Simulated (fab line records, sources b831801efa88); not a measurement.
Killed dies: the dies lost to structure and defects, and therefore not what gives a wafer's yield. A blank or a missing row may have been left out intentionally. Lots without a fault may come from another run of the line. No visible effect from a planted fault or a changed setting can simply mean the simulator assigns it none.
fab line records | flow gf180mcu
[record] lots = 7 | wafers = 21 | last_day = 33
route steps=602 shown V1@344
lots untouched by any fault: they come from a run of this same line in which no faults occurred
start_h: the number of hours between the record's first day and the start of the first shown wafer of the lot | wait_h: hours from the lot's prior step to this one | " identical to the entry in the row above | L1.1+2: one row covering several wafers at once | - no value, or no start was given | * or withheld: withheld | < > ~ a bound
route shown NAME@n: names a module that has steps shown in the file, with the first one's number in the route | usual: mean/standard deviation taken from wafers without a fault | same: alike in all rows | chamber/n: place in a boat | sites: the reading at each site | _std_site: the values' standard deviation | _edge_site: inner sites' mean taken away from outer sites' mean | radius_mm: how far each site lies from the wafer's centre | mask NAME#n: copy n | behind: the tool/chamber that last shaped the wafer | hold: why the lot was held/for how many hours/how that ended | device: transistor that didn't switch, given as n, p or np | end of line: tests of these same wafers at the route's end | step lacking rows: just its recipe | killed: count of dies lost to structure and defects at first sort (not the wafer's yield) | map: dies across one wafer; x = killed, . = not, _ = none there
set.NAME: the setting the step ran with; set.NAME@STEP: the setting that earlier step ran with | model.NAME: the simulator's own value behind a step, which no gauge read
lots at some steps of the route; a table a step, a row a wafer
services: when a tool's chamber went out of use (start_h, in hours from the record's first day, below 0 if earlier), for how many hours, and the reason
[[steps]]
[step GF_V1_COAT_09]
[recipe] resist = KrF | spin_rpm = withheld | resist_thk_nm = 1000
[step GF_V1_SOFTBAKE_10]
[recipe] temp_c = 130 | time_s = 60 | resist = KrF
[step GF_V1_EXPOSE_11]
[recipe] mask_id = Via1 | target_cd_nm = 260 | na = 0.68 | source_shape = conventional | sigma_outer = 0.6 | dose_mj = 38
[step GF_V1_PEB_12]
[recipe] peb_temp_c = 135 | peb_time_s = 90 | resist = KrF
[step GF_V1_DEVELOP_13]
[recipe] develop_time_s = 60 | resist = KrF | dev_temp_c = 21
[step GF_V1_CD_MEAS_14]
[recipe] target_cd_nm = 260
[usual] cd_nm = 260.1/0.94
lot.wafer | tool      | chamber | start_h | wait_h | cd_nm
L112.1    | cd_sem-02 | -       | 440.10  | 0.1    | 259.4
L112.3    | "         | -       | "       | "      | 259.8
L112.4    | "         | -       | "       | "      | 258.7
L114.1    | cd_sem-02 | -       | 453.83  | 0.1    | 260.4
L114.2    | "         | -       | "       | "      | 259.2
L114.3    | "         | -       | "       | "      | 259.5
L118.2    | cd_sem-02 | -       | 494.83  | 0.1    | 261.0
L118.3    | "         | -       | "       | "      | 260.3
L118.5    | "         | -       | "       | "      | 260.9
L127.2    | cd_sem-02 | -       | 566.88  | 0.1    | 259.9
L127.3    | "         | -       | "       | "      | 260.7
L127.4    | "         | -       | "       | "      | 261.0
L129.1    | cd_sem-01 | -       | 584.76  | 0.1    | 258.8
L129.3    | "         | -       | "       | "      | 259.0
L129.4    | "         | -       | "       | "      | 259.3
L130.2    | cd_sem-01 | -       | 585.65  | 0.1    | 260.1
L130.4    | "         | -       | "       | "      | 260.3
L130.6    | "         | -       | "       | "      | 261.8
L131.1    | cd_sem-02 | -       | 597.78  | 0.1    | 260.4
L131.2    | "         | -       | "       | "      | 260.4
L131.5    | "         | -       | "       | "      | 259.8
[step GF_V1_OVL_MEAS_15]
[usual] V1_OVL = 2/5.1
lot.wafer | tool       | chamber | start_h | wait_h | V1_OVL[nm]
L112.1    | overlay-02 | -       | 440.22  | 0.1    | 5
L112.3    | "          | -       | "       | "      | -1
L112.4    | "          | -       | "       | "      | 0
L114.1    | overlay-02 | -       | 453.98  | 0.1    | -1
L114.2    | "          | -       | "       | "      | -6
L114.3    | "          | -       | "       | "      | -4
L118.2    | overlay-02 | -       | 494.94  | 0.1    | 2
L118.3    | "          | -       | "       | "      | -3
L118.5    | "          | -       | "       | "      | -4
L127.2    | overlay-01 | -       | 566.99  | 0.1    | -8
L127.3    | "          | -       | "       | "      | -2
L127.4    | "          | -       | "       | "      | -5
L129.1    | overlay-02 | -       | 584.88  | 0.1    | 5
L129.3    | "          | -       | "       | "      | 5
L129.4    | "          | -       | "       | "      | 2
L130.2    | overlay-02 | -       | 585.75  | 0.1    | 10
L130.4    | "          | -       | "       | "      | 9
L130.6    | "          | -       | "       | "      | 8
L131.1    | overlay-02 | -       | 597.90  | 0.1    | 0
L131.2    | "          | -       | "       | "      | -5
L131.5    | "          | -       | "       | "      | -2
[step GF_V1_ETCH_16]
[recipe] chemistry = N2/H2 | target_depth_a = withheld | overetch_a = withheld | time_s = withheld | target = BARC | ion_energy_ev = 200 | source_w = 500 | bias_w = 100 | pressure_mtorr = 30 | n2_flow_sccm = 100 | h2_flow_sccm = 200
[usual] drypump_motor_current_A = 5.5/0.41 | oes_product_au = 0.855/0.0049 | throttle_valve_pct = 13.224/0.0088
lot.wafer | tool        | chamber | start_h | wait_h | drypump_motor_current_A | oes_product_au | throttle_valve_pct
L112.1    | rie_diel-04 | 3       | 440.26  | 0.0    | 6.3                     | 0.853          | 13.239
L112.3    | "           | 1       | "       | "      | 5.0                     | 0.864          | 13.225
L112.4    | "           | 3       | "       | "      | 6.3                     | 0.855          | 13.247
L114.1    | rie_diel-02 | 0       | 454.01  | 0.0    | 5.4                     | 0.858          | 13.228
L114.2    | "           | 1       | "       | "      | 5.3                     | 0.858          | 13.217
L114.3    | "           | 3       | "       | "      | 5.9                     | 0.858          | 13.205
L118.2    | rie_diel-04 | 2       | 494.97  | 0.0    | 5.8                     | 0.854          | 13.231
L118.3    | "           | 0       | "       | "      | 6.1                     | 0.842          | 13.219
L118.5    | "           | 0       | "       | "      | 6.1                     | 0.850          | 13.216
L127.2    | rie_diel-02 | 2       | 567.02  | 0.0    | 5.1                     | 0.857          | 13.215
L127.3    | "           | 1       | "       | "      | 5.3                     | 0.850          | 13.214
L127.4    | "           | 3       | "       | "      | 6.0                     | 0.849          | 13.199
L129.1    | rie_diel-03 | 2       | 584.92  | 0.0    | 5.9                     | 0.852          | 13.235
L129.3    | "           | 3       | "       | "      | 5.5                     | 0.865          | 13.231
L129.4    | "           | 1       | "       | "      | 5.1                     | 0.864          | 13.216
L130.2    | rie_diel-02 | 3       | 585.78  | 0.0    | 6.0                     | 0.848          | 13.217
L130.4    | "           | 2       | "       | "      | 5.2                     | 0.855          | 13.221
L130.6    | "           | 1       | "       | "      | 5.3                     | 0.860          | 13.215
L131.1    | rie_diel-02 | 1       | 597.93  | 0.0    | 5.3                     | 0.861          | 13.225
L131.2    | "           | 0       | "       | "      | 5.4                     | 0.855          | 13.235
L131.5    | "           | 0       | "       | "      | 5.4                     | 0.857          | 13.227
[step GF_V1_ETCH_17]
[recipe] chemistry = C4F8/O2/Ar | mask_material = KrF | target = SiO2 | stop_on = TiN | source_w = 1500 | bias_w = 1200 | pressure_mtorr = 40 | c4f8_flow_sccm = withheld | O2_flow_sccm = 6 | Ar_flow_sccm = 300 | time_s = withheld | target_depth_a = 6300
[usual] oes_product_au = 0.856/0.0044
lot.wafer | tool        | chamber | start_h | wait_h | oes_product_au
L112.1    | rie_diel-04 | 3       | -       | -      | 0.851
L112.3    | "           | 1       | "       | "      | 0.859
L112.4    | "           | 3       | "       | "      | 0.860
L114.1    | rie_diel-02 | 0       | -       | -      | 0.851
L114.2    | "           | 1       | "       | "      | 0.857
L114.3    | "           | 3       | "       | "      | 0.853
L118.2    | rie_diel-04 | 2       | -       | -      | 0.861
L118.3    | "           | 0       | "       | "      | 0.864
L118.5    | "           | 0       | "       | "      | 0.852
L127.2    | rie_diel-02 | 2       | -       | -      | 0.862
L127.3    | "           | 1       | "       | "      | 0.854
L127.4    | "           | 3       | "       | "      | 0.862
L129.1    | rie_diel-03 | 2       | -       | -      | 0.859
L129.3    | "           | 3       | "       | "      | 0.853
L129.4    | "           | 1       | "       | "      | 0.851
L130.2    | rie_diel-02 | 3       | -       | -      | 0.855
L130.4    | "           | 2       | "       | "      | 0.850
L130.6    | "           | 1       | "       | "      | 0.860
L131.1    | rie_diel-02 | 1       | -       | -      | 0.855
L131.2    | "           | 0       | "       | "      | 0.849
L131.5    | "           | 0       | "       | "      | 0.852
[step GF_V1_STRIP_18]
[recipe] chemistry = O2/N2 | power_w = 1400 | pressure_mtorr = 1500 | platen_temp_c = 250 | o2_flow_sccm = 3000 | n2_flow_sccm = 300 | overash_fraction = 0.5
[usual] drypump_motor_current_A = 5.77/0.099 | heater_power_w = 341/23 | o2_flow_sccm = 3000/8.8 | oes_product_au = 0.593/0.0043
lot.wafer | tool            | chamber | start_h | wait_h | drypump_motor_current_A | heater_power_w | o2_flow_sccm | oes_product_au | rf_hours_counter_h
L112.1    | plasma_asher-04 | 1       | 440.39  | -      | 5.72                    | 342            | 3005         | 0.584          | 69
L112.3    | "               | 1       | "       | "      | 5.73                    | 352            | 3008         | 0.594          | -
L112.4    | "               | 0       | "       | "      | 5.83                    | 309            | 2980         | 0.592          | -
L114.1    | plasma_asher-01 | 0       | 454.14  | -      | 5.88                    | 340            | 3002         | 0.593          | 2
L114.2    | "               | 1       | "       | "      | 5.63                    | 370            | 3010         | 0.596          | 2
L114.3    | "               | 1       | "       | "      | 5.65                    | 368            | 3008         | 0.595          | -
L118.2    | plasma_asher-01 | 1       | 495.10  | -      | 5.67                    | 375            | 2992         | 0.590          | 7
L118.3    | "               | 1       | "       | "      | 5.68                    | 370            | 3010         | 0.586          | -
L118.5    | "               | 0       | "       | "      | 5.91                    | 335            | 2997         | 0.592          | -
L127.2    | plasma_asher-01 | 1       | 567.14  | -      | 5.62                    | 362            | 3002         | 0.594          | 14
L127.3    | "               | 1       | "       | "      | 5.63                    | 370            | 3007         | 0.591          | -
L127.4    | "               | 0       | "       | "      | 5.95                    | 338            | 2996         | 0.602          | -
L129.1    | plasma_asher-04 | 1       | 585.04  | -      | 5.70                    | 355            | 2991         | 0.597          | 86
L129.3    | "               | 0       | "       | "      | 5.81                    | 312            | 3009         | 0.594          | -
L129.4    | "               | 1       | "       | "      | 5.70                    | 354            | 2989         | 0.592          | -
L130.2    | plasma_asher-01 | 1       | 585.91  | -      | 5.69                    | 365            | 2993         | 0.593          | 16
L130.4    | "               | 1       | "       | "      | 5.66                    | 377            | 3007         | 0.588          | -
L130.6    | "               | 1       | "       | "      | 5.65                    | 365            | 2996         | 0.596          | -
L131.1    | plasma_asher-04 | 0       | 598.06  | -      | 5.77                    | 307            | 2991         | 0.592          | 87
L131.2    | "               | 1       | "       | "      | 5.71                    | 349            | 3013         | 0.589          | 87
L131.5    | "               | 1       | "       | "      | 5.71                    | 350            | 3004         | 0.589          | -
[step GF_V1_STRIP_19]
[recipe] chemistry = post_etch_residue_remover | time_s = 1200 | temp_c = 72.5
[step GF_V1_CLEAN_20]
[recipe] chemistry = DIW | dry = n2_spin
[step GF_V1_SPUTTER_21]
[recipe] material = Ti | target_thk_nm = 15 | chamber_pressure_pa = 5 | power_w = 2500 | substrate_temp_c = 200 | time_s = 80.02
[usual] cathode_dc_power_W = 2500.0/0.44 | chamber_pressure_pa = 5.000/0.01 | throttle_valve_pct = 30.5/0.67 | time_s = 80.02/0
lot.wafer | tool           | chamber | start_h | wait_h | cathode_dc_power_W | chamber_pressure_pa | throttle_valve_pct | time_s
L112.1    | pvd_sputter-01 | -       | 440.95  | 0.0    | 2500.0             | 5.005               | 30.5               | 80.02
L112.3    | "              | -       | "       | "      | 2499.5             | 5.001               | 29.6               | 80.02
L112.4    | "              | -       | "       | "      | 2500.4             | 5.002               | 30.3               | 80.02
L114.1    | pvd_sputter-01 | -       | 454.67  | 0.0    | 2499.8             | 5.004               | 30.5               | 80.02
L114.2    | "              | -       | "       | "      | 2499.6             | 4.990               | 30.5               | 80.02
L114.3    | "              | -       | "       | "      | 2499.7             | 4.985               | 30.0               | 80.02
L118.2    | pvd_sputter-04 | -       | 495.63  | 0.0    | 2500.2             | 4.994               | 30.5               | 80.02
L118.3    | "              | -       | "       | "      | 2499.7             | 5.014               | 31.0               | 80.02
L118.5    | "              | -       | "       | "      | 2499.5             | 5.011               | 31.1               | 80.02
L127.2    | pvd_sputter-04 | -       | 567.68  | 0.0    | 2499.7             | 5.004               | 29.5               | 80.02
L127.3    | "              | -       | "       | "      | 2500.8             | 5.007               | 30.5               | 80.02
L127.4    | "              | -       | "       | "      | 2500.3             | 4.994               | 30.9               | 80.02
L129.1    | pvd_sputter-01 | -       | 585.58  | 0.0    | -                  | -                   | -                  | -
L129.3    | "              | -       | "       | "      | -                  | -                   | -                  | -
L129.4    | "              | -       | "       | "      | -                  | -                   | -                  | -
L130.2    | pvd_sputter-04 | -       | 586.48  | 0.0    | -                  | -                   | -                  | -
L130.4    | "              | -       | "       | "      | -                  | -                   | -                  | -
L130.6    | "              | -       | "       | "      | -                  | -                   | -                  | -
L131.1    | pvd_sputter-04 | -       | 598.60  | 0.0    | -                  | -                   | -                  | -
L131.2    | "              | -       | "       | "      | -                  | -                   | -                  | -
L131.5    | "              | -       | "       | "      | -                  | -                   | -                  | -
[step GF_V1_SPUTTER_22]
[recipe] material = TiN | target_thk_nm = 10 | chamber_pressure_pa = 5 | power_w = 4000 | time_s = 40
[usual] cathode_dc_power_W = 4000.0/0.8 | chamber_pressure_pa = 5.000/0.0092 | throttle_valve_pct = 30.5/0.66
[same] time_s = 40
lot.wafer | tool           | chamber | start_h | wait_h | cathode_dc_power_W | chamber_pressure_pa | throttle_valve_pct
L112.1    | pvd_sputter-01 | -       | 441.01  | 0.0    | 4001.3             | 5.020               | 30.6
L112.3    | "              | -       | "       | "      | 3999.5             | 5.002               | 30.1
L112.4    | "              | -       | "       | "      | 4000.7             | 4.998               | 30.4
L114.1    | pvd_sputter-01 | -       | 454.73  | 0.0    | 3999.5             | 5.009               | 30.3
L114.2    | "              | -       | "       | "      | 3999.9             | 5.006               | 30.3
L114.3    | "              | -       | "       | "      | 4000.1             | 5.009               | 29.8
L118.2    | pvd_sputter-04 | -       | 495.69  | 0.0    | 3999.7             | 4.976               | 30.4
L118.3    | "              | -       | "       | "      | 4000.0             | 5.005               | 31.0
L118.5    | "              | -       | "       | "      | 4001.8             | 5.006               | 31.1
L127.2    | pvd_sputter-04 | -       | 567.74  | 0.0    | 3999.0             | 4.990               | 29.4
L127.3    | "              | -       | "       | "      | 4000.6             | 4.995               | 30.6
L127.4    | "              | -       | "       | "      | 4000.3             | 5.002               | 31.2
L129.1    | pvd_sputter-01 | -       | 585.64  | 0.0    | 4000.5             | 5.002               | 30.6
L129.3    | "              | -       | "       | "      | 4000.0             | 5.003               | 29.8
L129.4    | "              | -       | "       | "      | 4000.3             | 5.012               | 30.2
L130.2    | pvd_sputter-04 | -       | 586.54  | 0.0    | 3999.4             | 4.993               | 30.3
L130.4    | "              | -       | "       | "      | 4000.7             | 4.992               | 30.9
L130.6    | "              | -       | "       | "      | 4000.3             | 5.000               | 31.1
L131.1    | pvd_sputter-04 | -       | 598.66  | 0.0    | 4000.8             | 4.997               | 29.8
L131.2    | "              | -       | "       | "      | 3999.4             | 5.005               | 31.1
L131.5    | "              | -       | "       | "      | 3999.0             | 5.003               | 30.9
[[services]]
tool            | chamber | start_h | hours | kind
plasma_asher-01 | -       | 421.33  | 9.0   | pm
plasma_asher-01 | 0       | 421.33  | 9.0   | vent_cycle
plasma_asher-01 | 1       | 421.33  | 9.0   | vent_cycle
rie_diel-04     | 0       | 427.06  | -     | clean
rie_diel-04     | 0       | 427.06  | 16.1  | scheduled_down
rie_diel-04     | 0       | 427.06  | 16.1  | vent_cycle
plasma_asher-01 | 0       | 430.33  | -     | clean
plasma_asher-01 | 1       | 430.33  | -     | clean
plasma_asher-04 | -       | 441.86  | 0.8   | repair
pvd_sputter-04  | -       | 453.67  | 3.3   | repair
pvd_sputter-04  | -       | 466.23  | 4.7   | repair
rie_diel-03     | 2       | 466.57  | 6.7   | repair
rie_diel-02     | 1       | 472.38  | 3.0   | repair
pvd_sputter-04  | -       | 477.25  | 3.8   | repair
plasma_asher-01 | -       | 500.46  | 1.3   | repair
rie_diel-04     | 2       | 534.24  | 12.8  | repair
plasma_asher-01 | -       | 543.80  | 6.1   | repair
rie_diel-04     | 3       | 549.12  | 12.2  | repair
rie_diel-02     | 2       | 550.90  | 3.1   | repair
plasma_asher-04 | -       | 551.22  | 2.8   | pm
rie_diel-04     | 2       | 568.54  | 10.3  | repair
rie_diel-04     | 0       | 572.67  | 7.4   | repair
[[key]]
[first_sign] step = GF_V1_SPUTTER_21 | reading = tool_record | direction = missing
effect none on later readings
met_at GF_V1_SPUTTER_21
struck_wafers L129.1,L129.3,L129.4,L130.2,L130.4,L130.6,L131.1,L131.2,L131.5
later_rows_left_out L129.1,L129.3,L129.4,L130.2,L130.4,L130.6,L131.1,L131.2,L131.5
sort_left_out L129.1,L129.3,L129.4,L130.2,L130.4,L130.6,L131.1,L131.2,L131.5
onset_between 567.68 585.58
[fault] kind = skipped_step_whole | tool = pvd_sputter-01,pvd_sputter-04 | chamber = - | onset_h = 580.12 | steps = GF_V1_SPUTTER_21 | scope = struck_lots_only
// sort_left_out: the simulated sort isn't trusted on such a fault, so these wafers' sort isn't shown, and their yield isn't known
// later_rows_left_out: the simulator's readings of these wafers behind a module that went badly wrong aren't trusted and aren't shown, but for the sort
